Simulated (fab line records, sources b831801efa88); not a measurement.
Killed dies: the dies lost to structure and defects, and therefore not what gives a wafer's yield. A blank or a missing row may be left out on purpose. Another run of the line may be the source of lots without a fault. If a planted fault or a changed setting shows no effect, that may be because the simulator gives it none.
The same fault as seen by 2 desks -- flow gf180mcu -- what lay behind the numbers comes last; until then each desk has only its own

## AT THE TOOL OWNER'S DESK: implanter-01
For each lot that ran on this tool, the mean over its sampled wafers that have a number, from the tool's own readings at GF_NWELL_IMPLANT_08. If a lot's mean is further than 4 standard deviations from the usual mean, the lot is out of limits and carries the mark OUT (the distance appears in the brackets).
Columns: A = beam energy keV at GF_NWELL_IMPLANT_08, usual 450.02
lot,first seen here,A
L213,day 3 16:58,450.06
L219,day 5 03:02,449.78
L222,day 5 19:38,464.67 (+99 or more) OUT
L223,day 5 23:37,464.72 (+99 or more) OUT
Finding of this desk: L222, L223 out of limits; the first was L222 at day 5 19:38, on beam energy keV at GF_NWELL_IMPLANT_08. In limits: L213, L219.

## THE METROLOGY DESK
What the gauges read, lot by lot, whatever tool the lot ran on: means of the sampled wafers that have a number. If a lot's mean is further than 4 standard deviations from the usual mean, the lot is out of limits and carries the mark OUT (the distance appears in the brackets).
Columns: A = DNWELL_TW at GF_DNWELL_TW_MEAS_09, usual 1360; B = NWELL_OVL at GF_NWELL_OVL_MEAS_07, usual -0.5 nm
lot,first seen here,A,B
L213,day 3 04:15,1355,-0.2
L219,day 4 13:13,1351,-1.3
L222,day 5 05:13,1345,-0.7
L223,day 5 09:22,1354,0.8
L229,day 6 21:12,1392,-0.7
L234,day 7 22:08,1351,-0.4
This desk's verdict: no lot among the 6 shows anything out of limits.

## PUT TOGETHER
The tool owner's desk could have raised an alarm at day 5 19:38, on L222, L223.
The metrology desk saw nothing out of limits.
The metrology desk has L222, L223 on record, within its limits.
Every lot named ran GF_NWELL_IMPLANT_08 on implanter-01.

## WHAT THE SIMULATOR HAD INSERTED
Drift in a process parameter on implanter-01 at GF_NWELL_IMPLANT_08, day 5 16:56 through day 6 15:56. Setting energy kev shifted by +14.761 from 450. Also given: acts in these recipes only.
Struck lots among those shown: L222, L223.
Time in hours from fault onset to the first out-of-limits reading at each desk: the tool owner's desk, 3.
